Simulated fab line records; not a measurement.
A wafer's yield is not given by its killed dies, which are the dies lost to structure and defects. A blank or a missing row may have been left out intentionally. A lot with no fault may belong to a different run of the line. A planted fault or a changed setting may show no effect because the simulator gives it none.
The tool behind it: which one? :: flow gf180mcu :: 14 lots with 42 wafers sampled at 4 steps, on a route of 602 steps

WHAT THE GAUGES SHOWED, per wafer
GF_V3_THK_MEAS_01. Usual: V3_CVD_00_THK typically reads 601 nm, with standard deviation 5.8.
lot: L725
measured: day 21 22:04
on: film-metro-03
V3_CVD_00_THK (nm): 605 592 606
flag: 

lot: L726
measured: day 22 04:46
on: film-metro-03
V3_CVD_00_THK (nm): 594 598 596
flag: 

lot: L728
measured: day 22 18:23
on: film-metro-03
V3_CVD_00_THK (nm): 601 608 596
flag: 

lot: L729
measured: day 23 07:32
on: film-metro-04
V3_CVD_00_THK (nm): 605 597 599
flag: 

lot: L731
measured: day 24 08:40
on: film-metro-04
V3_CVD_00_THK (nm): 604 604 605
flag: 

lot: L730
measured: day 24 05:23
on: film-metro-04
V3_CVD_00_THK (nm): 597 595 599
flag: 

lot: L733
measured: day 25 15:05
on: film-metro-02
V3_CVD_00_THK (nm): 596 593 589
flag: 

lot: L738
measured: day 26 10:10
on: film-metro-03
V3_CVD_00_THK (nm): 598 597 595
flag: 

lot: L740
measured: day 27 00:05
on: film-metro-04
V3_CVD_00_THK (nm): 604 606 602
flag: 

lot: L741
measured: day 27 09:01
on: film-metro-03
V3_CVD_00_THK (nm): 613 609 612
flag: 

lot: L743
measured: day 28 07:02
on: film-metro-03
V3_CVD_00_THK (nm): 613 609 606
flag: 

lot: L744
measured: day 28 16:10
on: film-metro-04
V3_CVD_00_THK (nm): 600 600 601
flag: 

lot: L745
measured: day 28 15:41
on: film-metro-03
V3_CVD_00_THK (nm): 589 589 597
flag: 

lot: L746
measured: day 29 11:52
on: film-metro-04
V3_CVD_00_THK (nm): 611 594 607
flag: 

WHICH TOOL RAN EACH LOT (tool, then ch and the chambers of the sampled wafers, then the start)
lot: L725
GF_DUAL_GATE_CLEAN_14: wet-bench-04 ch 1, day 8 18:28
GF_M3_SPUTTER_00: pvd-sputter-01, day 20 21:31
GF_M3_SPUTTER_02: pvd-sputter-01, day 20 21:38

lot: L726
GF_DUAL_GATE_CLEAN_14: wet-bench-02 ch 2, day 8 23:57
GF_M3_SPUTTER_00: pvd-sputter-01, day 21 04:20
GF_M3_SPUTTER_02: pvd-sputter-01, day 21 04:28

lot: L728
GF_DUAL_GATE_CLEAN_14: wet-bench-02 ch 2, day 9 10:43
GF_M3_SPUTTER_00: pvd-sputter-01, day 21 18:31
GF_M3_SPUTTER_02: pvd-sputter-01, day 21 18:39

lot: L729
GF_DUAL_GATE_CLEAN_14: wet-bench-04 ch 1, day 9 22:40
GF_M3_SPUTTER_00: pvd-sputter-01, day 22 08:07
GF_M3_SPUTTER_02: pvd-sputter-01, day 22 08:16

lot: L731
GF_DUAL_GATE_CLEAN_14: wet-bench-01 ch 3, day 10 12:04
GF_M3_SPUTTER_00: pvd-sputter-01, day 23 09:04
GF_M3_SPUTTER_02: pvd-sputter-01, day 23 09:12

lot: L730
GF_DUAL_GATE_CLEAN_14: wet-bench-01 ch 1, day 10 14:51
GF_M3_SPUTTER_00: pvd-sputter-02, day 23 06:14
GF_M3_SPUTTER_02: pvd-sputter-02, day 23 06:22

lot: L733
GF_DUAL_GATE_CLEAN_14: wet-bench-01 ch 3, day 11 16:34
GF_M3_SPUTTER_00: pvd-sputter-01, day 24 15:54
GF_M3_SPUTTER_02: pvd-sputter-01, day 24 16:02

lot: L738
GF_DUAL_GATE_CLEAN_14: wet-bench-01 ch 2, day 12 13:17
GF_M3_SPUTTER_00: pvd-sputter-02, day 25 11:42
GF_M3_SPUTTER_02: pvd-sputter-02, day 25 11:50

lot: L740
GF_DUAL_GATE_CLEAN_14: wet-bench-01 ch 1, day 13 01:43
GF_M3_SPUTTER_00: pvd-sputter-01, day 26 02:04
GF_M3_SPUTTER_02: pvd-sputter-01, day 26 02:12

lot: L741
GF_DUAL_GATE_CLEAN_14: wet-bench-02 ch 3, day 13 12:14
GF_M3_SPUTTER_00: pvd-sputter-02, day 26 11:12
GF_M3_SPUTTER_02: pvd-sputter-02, day 26 11:20

lot: L743
GF_DUAL_GATE_CLEAN_14: wet-bench-04 ch 3, day 14 09:12
GF_M3_SPUTTER_00: pvd-sputter-01, day 27 10:41
GF_M3_SPUTTER_02: pvd-sputter-01, day 27 10:49

lot: L744
GF_DUAL_GATE_CLEAN_14: wet-bench-02 ch 1, day 14 18:53
GF_M3_SPUTTER_00: pvd-sputter-02, day 27 19:53
GF_M3_SPUTTER_02: pvd-sputter-02, day 27 20:01

lot: L745
GF_DUAL_GATE_CLEAN_14: wet-bench-04 ch 2, day 14 19:10
GF_M3_SPUTTER_00: pvd-sputter-02, day 27 18:35
GF_M3_SPUTTER_02: pvd-sputter-02, day 27 18:43

lot: L746
GF_DUAL_GATE_CLEAN_14: wet-bench-04 ch 3, day 15 13:34
GF_M3_SPUTTER_00: pvd-sputter-02, day 28 15:40
GF_M3_SPUTTER_02: pvd-sputter-02, day 28 15:48
- GF_DUAL_GATE_CLEAN_14: cleans in SC1/SC2, time 150 s.
- GF_M3_SPUTTER_00: material Ti, target thk 37.5 nm, time 150 s.
- GF_M3_SPUTTER_02: material AlCu, target thk 450 nm, time 23.9 s.

WHAT THE TOOLS THEMSELVES READ (means of the sampled wafers that have a number; where no wafer has one, the mark that the record gives instead)
GF_M3_SPUTTER_00. Usual: cathode-dc-power-W 3999.9 W, standard deviation 0.71; throttle-valve-pct 29.9 %, standard deviation 1.2.
lot: L725
tool: pvd-sputter-01
cathode-dc-power-W (W): 3999.6
throttle-valve-pct (%): 29.9
flag: 

lot: L726
tool: pvd-sputter-01
cathode-dc-power-W (W): 3999.8
throttle-valve-pct (%): 29.3
flag: 

lot: L728
tool: pvd-sputter-01
cathode-dc-power-W (W): 3999.6
throttle-valve-pct (%): 30.0
flag: 

lot: L729
tool: pvd-sputter-01
cathode-dc-power-W (W): 3999.9
throttle-valve-pct (%): 30.3
flag: 

lot: L731
tool: pvd-sputter-01
cathode-dc-power-W (W): 3999.2
throttle-valve-pct (%): 30.5
flag: 

lot: L730
tool: pvd-sputter-02
cathode-dc-power-W (W): 3999.6
throttle-valve-pct (%): 28.9
flag: 

lot: L733
tool: pvd-sputter-01
cathode-dc-power-W (W): 3999.5
throttle-valve-pct (%): 29.4
flag: 

lot: L738
tool: pvd-sputter-02
cathode-dc-power-W (W): 4000.5
throttle-valve-pct (%): 28.8
flag: 

lot: L740
tool: pvd-sputter-01
cathode-dc-power-W (W): 4000.2
throttle-valve-pct (%): 29.9
flag: 

lot: L741
tool: pvd-sputter-02
cathode-dc-power-W (W): 3999.4
throttle-valve-pct (%): 29.1
flag: 

lot: L743
tool: pvd-sputter-01
cathode-dc-power-W (W): 4000.0
throttle-valve-pct (%): 30.5
flag: 

lot: L744
tool: pvd-sputter-02
cathode-dc-power-W (W): 3999.4
throttle-valve-pct (%): 29.7
flag: 

lot: L745
tool: pvd-sputter-02
cathode-dc-power-W (W): 3999.9
throttle-valve-pct (%): 29.5
flag: 

lot: L746
tool: pvd-sputter-02
cathode-dc-power-W (W): 4000.4
throttle-valve-pct (%): 28.5
flag: 

GF_M3_SPUTTER_02. Usual: cathode-dc-power-W 10600 W, standard deviation 1.9; throttle-valve-pct 29.9 %, standard deviation 1.2.
lot: L725
tool: pvd-sputter-01
cathode-dc-power-W (W): 10599
throttle-valve-pct (%): 29.8
flag: 

lot: L726
tool: pvd-sputter-01
cathode-dc-power-W (W): 10600
throttle-valve-pct (%): 29.3
flag: 

lot: L728
tool: pvd-sputter-01
cathode-dc-power-W (W): 10601
throttle-valve-pct (%): 30.1
flag: 

lot: L729
tool: pvd-sputter-01
cathode-dc-power-W (W): 10600
throttle-valve-pct (%): 30.2
flag: 

lot: L731
tool: pvd-sputter-01
cathode-dc-power-W (W): 10600
throttle-valve-pct (%): 30.5
flag: 

lot: L730
tool: pvd-sputter-02
cathode-dc-power-W (W): 10600
throttle-valve-pct (%): 28.8
flag: 

lot: L733
tool: pvd-sputter-01
cathode-dc-power-W (W): 10600
throttle-valve-pct (%): 29.5
flag: 

lot: L738
tool: pvd-sputter-02
cathode-dc-power-W (W): 10600
throttle-valve-pct (%): 28.6
flag: 

lot: L740
tool: pvd-sputter-01
cathode-dc-power-W (W): 10601
throttle-valve-pct (%): 29.8
flag: 

lot: L741
tool: pvd-sputter-02
cathode-dc-power-W (W): 10600
throttle-valve-pct (%): 29.1
flag: 

lot: L743
tool: pvd-sputter-01
cathode-dc-power-W (W): 10598
throttle-valve-pct (%): 30.4
flag: 

lot: L744
tool: pvd-sputter-02
cathode-dc-power-W (W): 10600
throttle-valve-pct (%): 29.7
flag: 

lot: L745
tool: pvd-sputter-02
cathode-dc-power-W (W): 10602
throttle-valve-pct (%): 29.5
flag: 

lot: L746
tool: pvd-sputter-02
cathode-dc-power-W (W): 10599
throttle-valve-pct (%): 28.5
flag: 

THE ANSWER, worked out from the rows above alone
Rule: a lot counts as off when the mean over its wafers that have a number is more than 3 standard deviations away from the usual mean. Also off: a lot with no number at a reading for which 4 or more lots have one. The other lots that the step has rows for count as sound. After the gauges, taken in route order, come the tools' own readings; for these a lot's mean is taken, as printed above. At the first step where some lot is off, the reading lying furthest off is the one used; lots without a number count as furthest.
None of the lots is off at any reading shown; this tells nothing.

WHAT HAD BEEN PUT IN BY THE SIMULATOR
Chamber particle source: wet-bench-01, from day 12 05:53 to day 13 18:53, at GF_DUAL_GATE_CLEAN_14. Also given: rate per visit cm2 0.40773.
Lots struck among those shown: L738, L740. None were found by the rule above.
